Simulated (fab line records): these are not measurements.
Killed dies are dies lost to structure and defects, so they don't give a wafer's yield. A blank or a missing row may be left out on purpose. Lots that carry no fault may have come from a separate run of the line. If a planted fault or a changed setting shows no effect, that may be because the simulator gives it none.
Chamber matching | flow sky130 | 3 sister chambers for SKY_CONTACT_CVD_00 on pecvd-01
The step deposits Si3N4, target thk 75 nm. 6 wafers are shown with their chamber, then 8 later ones without.

WAFERS PAIRED WITH THEIR CHAMBERS
wafer  | chamber | heaterPowerW (W)
L082.5 | 2       | 767
L083.4 | 0       | 689
L083.5 | 2       | 662
L086.4 | 1       | 539
L086.5 | 0       | 741
L089.2 | 1       | 574

WAFERS MISSING THEIR CHAMBER
wafer  | heaterPowerW (W)
L089.4 | 779
L089.6 | 714
L090.1 | 752
L090.4 | 726
L090.5 | 748
L093.2 | 493
L093.4 | 494
L093.6 | 775

EACH ONE'S CHAMBER
wafer  | from the rows above     | in truth
L089.4 | can't be placed: 0 or 2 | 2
L089.6 | can't be placed: 2 or 0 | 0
L090.1 | can't be placed: 0 or 2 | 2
L090.4 | can't be placed: 0 or 2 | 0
L090.5 | can't be placed: 0 or 2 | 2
L093.2 | 1                       | 1
L093.4 | 1                       | 1
L093.6 | can't be placed: 0 or 2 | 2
Correctly placed: 2 of 8. Unplaceable from these rows: 6, with the true chamber sitting among the candidates in 6. Placed wrongly: 0.
How it was worked out, from the rows above alone: a wafer's distance from a chamber is the root of the sum, over the readings, of the square of ((its reading less the chamber's mean) divided by the reading's scatter). The wafer belongs to the nearest chamber; if the next one is less than 2 further off, it can't be placed. The mean given for a chamber averages the wafers shown for that chamber. The scatter: take each reading less its chamber's mean, square it, sum over the shown wafers, divide by the number of wafers less the number of chambers, and take the root.
